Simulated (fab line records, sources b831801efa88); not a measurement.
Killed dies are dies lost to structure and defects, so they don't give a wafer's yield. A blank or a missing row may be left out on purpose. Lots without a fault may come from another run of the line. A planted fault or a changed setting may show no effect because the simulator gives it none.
fab line records | flow sky130
record lots=6 wafers=18 last_day=50
route steps=708 shown LI_CONTACT@364 PAD_OPEN@708
lots that met no fault: from a run of the same line without faults
start_h: hours from the record's first day to the start of the lot's first wafer shown | wait_h: hours since the lot's step before | " the same as in the row above | L1.1+2: a row that stands for several wafers | - no value, or no start given | * or withheld: withheld | < > ~ a bound
route shown NAME@n: a module of which the file shows steps, and the number in the route of the first | usual: mean/standard deviation of fault-free wafers | same: alike in all rows | chamber/n: place in a boat | sites: the reading at each site | _std_site: their standard deviation | _edge_site: outer sites' mean less inner sites' | radius_mm: how far each site lies from the wafer's centre | mask NAME#n: copy n | behind: the tool/chamber that last shaped the wafer | hold: why the lot was held/for how many hours/how that ended | device: the transistor (n, p or np) that didn't switch | end of line: the same wafers' tests at the end of the route | a step without rows: its recipe alone | killed: dies lost to structure and defects at the first sort, not the wafer's yield | map: a wafer's dies, x killed, . not, _ none there
set.NAME: the setting as run; set.NAME@STEP: as run at that earlier step | model.NAME: the simulator's own value behind a step, which no gauge read
lots at some steps of the route; a table a step, a row a wafer
services: from which hour (start_h, from the record's first day; less than 0 if before it) a tool's chamber was out of use, for how many hours, and why
## steps
# step SKY_LI_CONTACT_CMP_02
# recipe material=PSG down_force_psi=4 platen_rpm=60 pad_velocity_m_s=0.94248
# usual motor_current_A=12.0/0.84 time_to_endpoint_s=33/3
# columns lot.wafer tool chamber start_h wait_h motor_current_A time_to_endpoint_s
L775.1 cmp-02 1 665.41 0.1 12.0 29
L775.4 " 2 " " 12.1 32
L775.2 " 0 " " 12.6 31
L776.3 cmp-01 1 680.89 0.0 11.5 33
L776.2 " 2 " " 12.2 35
L776.6 " 1 " " 11.4 33
L777.1 cmp-01 1 683.87 0.1 11.6 31
L777.4 " 2 " " 12.7 29
L777.6 " 1 " " 11.1 30
L786.1 cmp-01 1 751.21 0.1 11.8 31
L786.4 " 2 " " 12.2 31
L786.6 " 3 " " 12.0 35
L791.3 cmp-02 3 786.36 0.1 10.6 37
L791.2 " 0 " " 12.7 34
L791.6 " 3 " " 10.4 35
L795.3 cmp-01 3 822.22 0.1 11.8 32
L795.5 " 1 " " 10.9 30
L795.6 " 2 " " 12.8 33
# step SKY_LI_CONTACT_BOW_MEAS_03
# recipe mode=bow
# usual LI_CONTACT_BOW=57/6.9
# columns lot.wafer tool chamber start_h wait_h LI_CONTACT_BOW[um]
L775.1 film_metro-02 - 665.71 0.2 57
L775.2 " - " " 60
L775.4 " - " " 70
L776.2 film_metro-02 - 681.21 0.2 57
L776.3 " - " " 59
L776.6 " - " " 55
L777.1 film_metro-02 - 684.12 0.2 61
L777.4 " - " " 53
L777.6 " - " " 56
L786.1 film_metro-01 - 751.41 0.1 68
L786.4 " - " " 59
L786.6 " - " " 62
L791.2 film_metro-04 - 786.63 0.2 56
L791.3 " - " " 72
L791.6 " - " " 73
L795.3 film_metro-02 - 822.46 0.2 58
L795.5 " - " " 51
L795.6 " - " " 68
# step SKY_LI_CONTACT_DEHYDRATE_04
# recipe temp_c=200 time_s=60
# step SKY_LI_CONTACT_HMDS_05
# recipe prime_time_s=60 prime_temp_c=120
# step SKY_LI_CONTACT_COAT_06
# recipe resist=BARC temp_c=withheld time_s=withheld spin_rpm=3000 resist_thk_nm=60
# step SKY_LI_CONTACT_COAT_07
# recipe resist=KrF-thick spin_rpm=3000 resist_thk_nm=450
# step SKY_LI_CONTACT_SOFTBAKE_08
# recipe temp_c=100 time_s=90 resist=KrF-thick
# step SKY_LI_CONTACT_EXPOSE_09
# recipe mask_id=LICM1 na=0.8 source_shape=annular sigma_inner=0.55 sigma_outer=0.85 target_cd_nm=170 dose_mj=38
# step SKY_LI_CONTACT_PEB_10
# recipe peb_temp_c=withheld peb_time_s=withheld resist=KrF-thick
# step SKY_LI_CONTACT_DEVELOP_11
# recipe develop_time_s=60 resist=KrF-thick dev_temp_c=21
# step SKY_LI_CONTACT_CD_MEAS_12
# recipe target_cd_nm=170
# usual cd_nm=170.3/1.3
# columns lot.wafer tool chamber start_h wait_h cd_nm
L775.1 cd_sem-02 - 694.51 - 168.8
L775.2 " - " " 170.1
L775.4 " - " " 169.2
L776.2 cd_sem-01 - 709.94 - 171.6
L776.3 " - " " 170.4
L776.6 " - " " 170.3
L777.1 cd_sem-02 - 712.36 - 171.3
L777.4 " - " " 169.0
L777.6 " - " " 170.4
L786.1 cd_sem-02 - 779.05 - 170.4
L786.4 " - " " 170.8
L786.6 " - " " 170.4
L791.2 cd_sem-02 - 813.26 - 168.4
L791.3 " - " " 166.8
L791.6 " - " " 168.3
L795.3 cd_sem-01 - 848.26 - 173.0
L795.5 " - " " 171.9
L795.6 " - " " 172.4
# step SKY_LI_CONTACT_OVL_MEAS_13
# usual LI_CONTACT_OVL=3/5.3
# columns lot.wafer tool chamber start_h wait_h LI_CONTACT_OVL[nm]
L775.1 overlay-02 - 694.63 0.1 -8
L775.2 " - " " 2
L775.4 " - " " -2
L776.2 overlay-02 - 710.05 0.1 7
L776.3 " - " " 10
L776.6 " - " " 8
L777.1 overlay-02 - 712.48 0.1 3
L777.4 " - " " 6
L777.6 " - " " -1
L786.1 overlay-01 - 779.17 0.1 2
L786.4 " - " " 6
L786.6 " - " " 2
L791.2 overlay-01 - 813.36 0.1 -1
L791.3 " - " " 3
L791.6 " - " " 0
L795.3 overlay-01 - 848.35 0.1 0
L795.5 " - " " -2
L795.6 " - " " -6
# step SKY_LI_CONTACT_ETCH_14
# recipe chemistry=N2/H2 target=BARC ion_energy_ev=200 source_w=500 bias_w=100 pressure_mtorr=30 n2_flow_sccm=100 h2_flow_sccm=200 stop_on=SiO2 time_s=45.9 target_depth_a=600
# usual bias_w=100.02/0.3 chamber_pressure_mTorr=30.000/0.025 drypump_motor_current_A=5.6/0.47 oes_product_au=0.855/0.0048 throttle_valve_pct=13.225/0.0094 time_s=45.9/0
# columns lot.wafer tool chamber start_h wait_h bias_w chamber_pressure_mTorr drypump_motor_current_A oes_product_au rf_hours_counter_h throttle_valve_pct time_s model.KrF-thick_of_LI_CONTACT_COAT_07.thk_nm
L775.1 rie_diel-01 2 694.67 0.0 99.69 30.018 5.1 0.860 8 13.221 45.9 392.4
L775.2 " 0 " " 100.41 29.989 6.1 0.851 2 13.221 45.9 392.5
L775.4 " 3 " " 100.53 29.978 6.0 0.850 9 13.220 45.9 393.3
L776.2 rie_diel-01 1 710.08 0.0 - - - - - - - 435.9
L776.3 " 2 " " - - - - - - - 436.3
L776.6 " 1 " " - - - - - - - 435.6
L777.1 rie_diel-03 3 712.52 0.0 - - - - - - - 438.3
L777.4 " 1 " " - - - - - - - 437.1
L777.6 " 1 " " - - - - - - - 438.5
L786.1 rie_diel-01 0 779.21 0.0 99.39 29.978 6.1 0.854 3 13.231 45.9 391.9
L786.4 " 1 " " 100.34 29.979 5.1 0.853 1 13.230 45.9 393.5
L786.6 " 1 " " 99.81 29.988 5.0 0.854 - 13.236 45.9 394.3
L791.2 rie_diel-04 1 813.39 0.0 99.83 29.966 5.0 0.856 21 13.227 45.9 394.2
L791.3 " 3 " " 100.02 29.976 5.9 0.859 10 13.244 45.9 394.9
L791.6 " 0 " " 100.29 29.995 6.0 0.856 - 13.227 45.9 394.2
L795.3 rie_diel-01 2 848.37 0.0 100.39 30.003 5.2 0.851 12 13.225 45.9 389.2
L795.5 " 3 " " 100.70 30.013 6.1 0.855 - 13.232 45.9 389.6
L795.6 " 0 " " 99.96 29.994 6.1 0.855 - 13.234 45.9 388.8
# step SKY_LI_CONTACT_ETCH_15
# recipe target=PSG chemistry=C4F8/O2/Ar stop_on=Si taper_deg=4.15 mask_material=KrF-thick source_w=1500 bias_w=1200 pressure_mtorr=40 c4f8_flow_sccm=withheld O2_flow_sccm=6 Ar_flow_sccm=300 time_s=withheld target_depth_a=6000
# usual bias_w=1200/4 chamber_pressure_mTorr=40.00/0.035 oes_product_au=0.837/0.0044
# columns lot.wafer tool chamber start_h wait_h bias_w chamber_pressure_mTorr oes_product_au model.KrF-thick_of_LI_CONTACT_COAT_07.thk_nm
L775.1 rie_diel-01 2 694.71 0.0 1194 40.03 0.832 229.8
L775.2 " 0 " " 1199 39.97 0.844 228.2
L775.4 " 3 " " 1200 39.95 0.831 230.4
L776.2 rie_diel-01 1 710.12 0.0 1206 40.00 0.376 273.6
L776.3 " 2 " " 1202 39.95 0.377 272.8
L776.6 " 1 " " 1200 40.02 0.382 273.8
L777.1 rie_diel-03 3 712.56 0.0 1196 40.02 0.376 283.3
L777.4 " 1 " " 1199 40.04 0.375 277.3
L777.6 " 1 " " 1201 39.97 0.379 277.8
L786.1 rie_diel-01 0 779.25 0.0 1194 40.01 0.832 227.8
L786.4 " 1 " " 1202 39.99 0.841 233.3
L786.6 " 1 " " 1202 39.98 0.838 232.4
L791.2 rie_diel-04 1 813.44 0.0 1198 39.98 0.839 233.9
L791.3 " 3 " " 1194 40.03 0.835 237.2
L791.6 " 0 " " 1199 39.97 0.839 234.1
L795.3 rie_diel-01 2 848.41 0.0 1196 40.00 0.840 228.1
L795.5 " 3 " " 1205 40.04 0.845 227.6
L795.6 " 0 " " 1196 40.02 0.837 223.5
# step SKY_LI_CONTACT_STRIP_16
# recipe chemistry=O2/N2 power_w=1400 pressure_mtorr=1500 platen_temp_c=withheld o2_flow_sccm=3000 n2_flow_sccm=300 overash_fraction=0.5
# usual drypump_motor_current_A=5.7/0.47 oes_product_au=0.376/0.0052 strip_time_to_endpoint_s=3.51/0.042
# columns lot.wafer tool chamber start_h wait_h drypump_motor_current_A oes_product_au rf_hours_counter_h strip_time_to_endpoint_s
L775.1 plasma_asher-02 0 694.80 - 6.6 0.374 87 3.47
L775.2 " 1 " " 5.1 0.375 87 3.45
L775.4 " 0 " " 6.6 0.373 - 3.49
L776.2 plasma_asher-02 1 710.21 - 5.1 0.393 89 3.96
L776.3 " 1 " " 5.1 0.394 - 3.93
L776.6 " 0 " " 6.6 0.398 - 3.95
L777.1 plasma_asher-01 1 712.65 - 5.7 0.399 99 4.03
L777.4 " 1 " " 5.7 0.393 - 4.00
L777.6 " 0 " " 5.7 0.389 - 3.99
L786.1 plasma_asher-01 1 779.33 - 5.7 0.371 3 3.46
L786.4 " 1 " " 5.7 0.385 - 3.52
L786.6 " 1 " " 5.7 0.380 - 3.49
L791.2 plasma_asher-01 0 813.52 - 5.7 0.372 7 3.51
L791.3 " 1 " " 5.7 0.383 - 3.56
L791.6 " 1 " " 5.7 0.374 - 3.52
L795.3 plasma_asher-04 1 848.53 - 5.9 0.369 - 3.47
L795.5 " 1 " " 5.9 0.371 - 3.45
L795.6 " 0 " " 5.6 0.369 - 3.42
# step SKY_LI_CONTACT_CLEAN_17
# recipe chemistry=NMP time_s=600 temp_c=60 dry=n2_spin
# step SKY_PAD_OPEN_PROBE_99
# usual killed_at_M0_to_M3=43/7.3 killed_at_M4_up=3.1/1.7 killed_at_contacts=25/5.3 killed_at_front_end=14/4.1 killed_at_other=0.3/0.56 killed_dies=85/9.4 killed_on_rim=17/4 killed_open=46/7.4 killed_short=38/5.8
# same gross_dies=492 killed_at_back_side=0
# columns lot.wafer tool chamber start_h wait_h killed_at_M0_to_M3 killed_at_M4_up killed_at_contacts killed_at_front_end killed_at_other killed_dies killed_on_rim killed_open killed_short
L777.1 prober-02 - 1102.16 0.1 206 56 160 17 53 492 96 58 32
L777.4 prober-02 - 1102.31 0.2 197 71 153 15 56 492 96 49 39
L777.6 prober-02 - 1102.41 0.2 197 50 167 12 66 492 96 39 30
L776.2 prober-01 - 1102.56 0.1 215 67 156 17 37 492 96 47 44
L776.3 prober-01 - 1102.61 0.2 200 57 177 11 47 492 96 55 36
L776.6 prober-01 - 1102.76 0.2 199 60 152 15 66 492 96 55 29
# killed by level:class
L777.1 LI_CONTACT:area_etch=81 VIA3:area_expose=36 METAL4:area_expose=34 CAP2M:area_expose=31 VIA1:area_expose=28 LOCAL_INTERCONNECT:area_expose=27 METAL3:area_expose=26 METAL2:area_expose=26
L777.4 LI_CONTACT:area_etch=70 METAL2:area_expose=39 VIA4:area_expose=33 METAL4:area_expose=32 VIA3:area_expose=31 CAPM:area_expose=31 CONTACT:area_expose=31 CAP2M:area_expose=25
L777.6 LI_CONTACT:area_etch=78 CAPM:area_expose=40 LOCAL_INTERCONNECT:area_expose=33 VIA1:area_expose=33 METAL3:area_expose=33 VIA2:area_expose=32 METAL1:area_expose=30 METAL4:area_expose=30
L776.2 LI_CONTACT:area_etch=78 VIA4:area_expose=35 VIA1:area_expose=35 METAL4:area_expose=31 LOCAL_INTERCONNECT:area_expose=31 VIA2:area_expose=30 METAL1:area_expose=28 VIA3:area_expose=26
L776.3 LI_CONTACT:area_etch=81 LOCAL_INTERCONNECT:area_expose=32 METAL4:area_expose=30 CONTACT:area_expose=30 VIA2:area_expose=28 METAL2:area_expose=28 METAL1:area_expose=27 CAP2M:area_expose=27
L776.6 LI_CONTACT:area_etch=75 METAL1:area_expose=36 CAPM:area_expose=35 VIA4:area_expose=33 CAP2M:area_expose=31 VIA1:area_expose=27 VIA2:area_expose=27 METAL3:area_expose=26
# map L776.2 (x killed, . not)
__________xxxxxxxxxx_________
________xxxxxxxxxxxxxx_______
______xxxxxxxxxxxxxxxxxx_____
_____xxxxxxxxxxxxxxxxxxxx____
____xxxxxxxxxxxxxxxxxxxxxx___
___xxxxxxxxxxxxxxxxxxxxxxxx__
__xxxxxxxxxxxxxxxxxxxxxxxxxx_
_xxxxxxxxxxxxxxxxxxxxxxxxxxxx
_xxxxxxxxxxxxxxxxxxxxxxxxxxxx
_xxxxxxxxxxxxxxxxxxxxxxxxxxxx
_xxxxxxxxxxxxxxxxxxxxxxxxxxxx
_xxxxxxxxxxxxxxxxxxxxxxxxxxxx
_xxxxxxxxxxxxxxxxxxxxxxxxxxxx
_xxxxxxxxxxxxxxxxxxxxxxxxxxxx
_xxxxxxxxxxxxxxxxxxxxxxxxxxxx
__xxxxxxxxxxxxxxxxxxxxxxxxxx_
___xxxxxxxxxxxxxxxxxxxxxxxx__
____xxxxxxxxxxxxxxxxxxxxxx___
_____xxxxxxxxxxxxxxxxxxxx____
______xxxxxxxxxxxxxxxxxx_____
________xxxxxxxxxxxxxx_______
__________xxxxxxxxxx_________
# map L777.1 (x killed, . not)
__________xxxxxxxxxx_________
________xxxxxxxxxxxxxx_______
______xxxxxxxxxxxxxxxxxx_____
_____xxxxxxxxxxxxxxxxxxxx____
____xxxxxxxxxxxxxxxxxxxxxx___
___xxxxxxxxxxxxxxxxxxxxxxxx__
__xxxxxxxxxxxxxxxxxxxxxxxxxx_
_xxxxxxxxxxxxxxxxxxxxxxxxxxxx
_xxxxxxxxxxxxxxxxxxxxxxxxxxxx
_xxxxxxxxxxxxxxxxxxxxxxxxxxxx
_xxxxxxxxxxxxxxxxxxxxxxxxxxxx
_xxxxxxxxxxxxxxxxxxxxxxxxxxxx
_xxxxxxxxxxxxxxxxxxxxxxxxxxxx
_xxxxxxxxxxxxxxxxxxxxxxxxxxxx
_xxxxxxxxxxxxxxxxxxxxxxxxxxxx
__xxxxxxxxxxxxxxxxxxxxxxxxxx_
___xxxxxxxxxxxxxxxxxxxxxxxx__
____xxxxxxxxxxxxxxxxxxxxxx___
_____xxxxxxxxxxxxxxxxxxxx____
______xxxxxxxxxxxxxxxxxx_____
________xxxxxxxxxxxxxx_______
__________xxxxxxxxxx_________
## services
# columns tool chamber start_h hours kind
cmp-01 - 656.48 4.2 pm
plasma_asher-01 - 658.80 6.4 repair
cmp-01 - 663.98 0.5 repair
rie_diel-04 3 664.65 3.1 repair
cmp-01 - 676.59 1.6 repair
rie_diel-01 0 681.68 3.2 repair
rie_diel-03 - 690.27 0.7 repair
plasma_asher-02 - 691.11 3.1 repair
rie_diel-04 0 691.83 8.7 repair
cmp-01 - 707.69 4.5 repair
plasma_asher-02 - 711.83 2.7 repair
cmp-02 - 725.80 3.7 repair
plasma_asher-01 - 733.75 9.0 pm
cmp-01 - 744.11 4.0 pm
cmp-01 - 747.65 1.1 repair
rie_diel-01 0 748.79 12.0 repair
cmp-01 - 761.06 4.8 pm
cmp-02 - 762.19 2.6 repair
plasma_asher-02 - 772.49 0.9 repair
rie_diel-01 1 798.60 3.1 repair
rie_diel-01 - 819.23 2.8 pm
rie_diel-01 3 822.93 11.5 repair
plasma_asher-01 - 826.62 1.2 repair
plasma_asher-01 - 833.17 0.3 repair
## key
first_sign step=SKY_LI_CONTACT_ETCH_14 reading=tool_record direction=missing
effect step=SKY_LI_CONTACT_ETCH_15 reading=oes_product_au direction=down sigmas=99+ usual=0.837 struck=0.377
effect step=SKY_LI_CONTACT_STRIP_16 reading=strip_time_to_endpoint_s direction=up sigmas=11 usual=* struck=*
effect step=SKY_PAD_OPEN_PROBE_99 reading=killed_at_other direction=up sigmas=54 usual=0.3 struck=54.2
model_effect step=SKY_LI_CONTACT_ETCH_14 value=KrF-thick_of_LI_CONTACT_COAT_07.thk_nm without=394.4 struck=437
model_effect step=SKY_LI_CONTACT_ETCH_15 value=KrF-thick_of_LI_CONTACT_COAT_07.thk_nm without=233.8 struck=276.4
met_at SKY_LI_CONTACT_ETCH_14
struck_wafers L776.2,L776.3,L776.6,L777.1,L777.4,L777.6
later_rows_left_out L776.2,L776.3,L776.6,L777.1,L777.4,L777.6
tester_left_out L776,L777
onset_between 694.67 710.08
fault kind=skipped_step_whole tool=rie_diel-01,rie_diel-03 chamber=- onset_h=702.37 steps=SKY_LI_CONTACT_ETCH_14 scope=struck_lots_only
# tester_left_out: of these lots the tester's yield and bins aren't shown, on N5 and GAA mostly nor the transistor test; their killed dies are dies lost to structure and defects alone, not to doping, threshold or leakage, so they don't give the yield
# later_rows_left_out: the simulator's readings of these wafers behind a module that went badly wrong aren't trusted and aren't shown, but for the sort
